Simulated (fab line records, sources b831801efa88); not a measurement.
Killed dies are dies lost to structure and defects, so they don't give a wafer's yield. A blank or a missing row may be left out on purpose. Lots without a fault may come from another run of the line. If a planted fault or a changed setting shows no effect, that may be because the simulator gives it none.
Chamber matching :: flow gf180mcu :: GF_V1_CVD_02 on pecvd-03 has 3 sister chambers
The step deposits SiO2 from TEOS, target thk 850 nm, time 94.851 s. 14 wafers are shown with their chamber, then 7 later ones without.

## EACH WAFER AND ITS CHAMBER
wafer: L634.2
chamber: 1
heater power w (W): 707

wafer: L634.4
chamber: 0
heater power w (W): 645

wafer: L634.6
chamber: 1
heater power w (W): 584

wafer: L638.3
chamber: 0
heater power w (W): 542

wafer: L638.4
chamber: 2
heater power w (W): 509

wafer: L638.6
chamber: 0
heater power w (W): 612

wafer: L639.1
chamber: 1
heater power w (W): 674

wafer: L639.4
chamber: 2
heater power w (W): 665

wafer: L639.5
chamber: 1
heater power w (W): 726

wafer: L647.1
chamber: 2
heater power w (W): 613

wafer: L647.5
chamber: 2
heater power w (W): 638

wafer: L647.6
chamber: 1
heater power w (W): 720

wafer: L649.1
chamber: 1
heater power w (W): 689

wafer: L649.3
chamber: 0
heater power w (W): 601

SIGNATURES (means of the wafers above)
reading: heater power w
chamber 0: 600.00
chamber 1: 683.33
chamber 2: 606.25
scatter within a chamber: 54.9
Rule: a wafer's distance from a chamber is the root of the sum, over the readings, of the square of ((its reading less the chamber's mean) divided by the reading's scatter). The wafer belongs to the nearest chamber; if the next one is less than 2 further off, it can't be placed. The scatter is the square root of a quotient: the sum, over the shown wafers, of each reading's squared deviation from its chamber's mean, divided by wafers minus chambers.

## WAFERS WITH NO CHAMBER GIVEN
wafer: L649.4
heater power w (W): 503

wafer: L650.2
heater power w (W): 624

wafer: L650.3
heater power w (W): 598

wafer: L650.6
heater power w (W): 632

wafer: L655.1
heater power w (W): 729

wafer: L655.2
heater power w (W): 600

wafer: L655.3
heater power w (W): 600

## CHAMBER TAKEN BY EACH
wafer: L649.4
from the rows above: can't be placed: 0 or 2 or 1
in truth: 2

wafer: L650.2
from the rows above: can't be placed: 2 or 0 or 1
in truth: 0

wafer: L650.3
from the rows above: can't be placed: 0 or 2 or 1
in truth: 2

wafer: L650.6
from the rows above: can't be placed: 2 or 0 or 1
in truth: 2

wafer: L655.1
from the rows above: can't be placed: 1 or 2 or 0
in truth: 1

wafer: L655.2
from the rows above: can't be placed: 0 or 2 or 1
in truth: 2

wafer: L655.3
from the rows above: can't be placed: 0 or 2 or 1
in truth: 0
0 of 7 placed correctly. Unplaceable from these rows: 7, with the true chamber sitting among the candidates in 7. Number placed wrongly: 0.
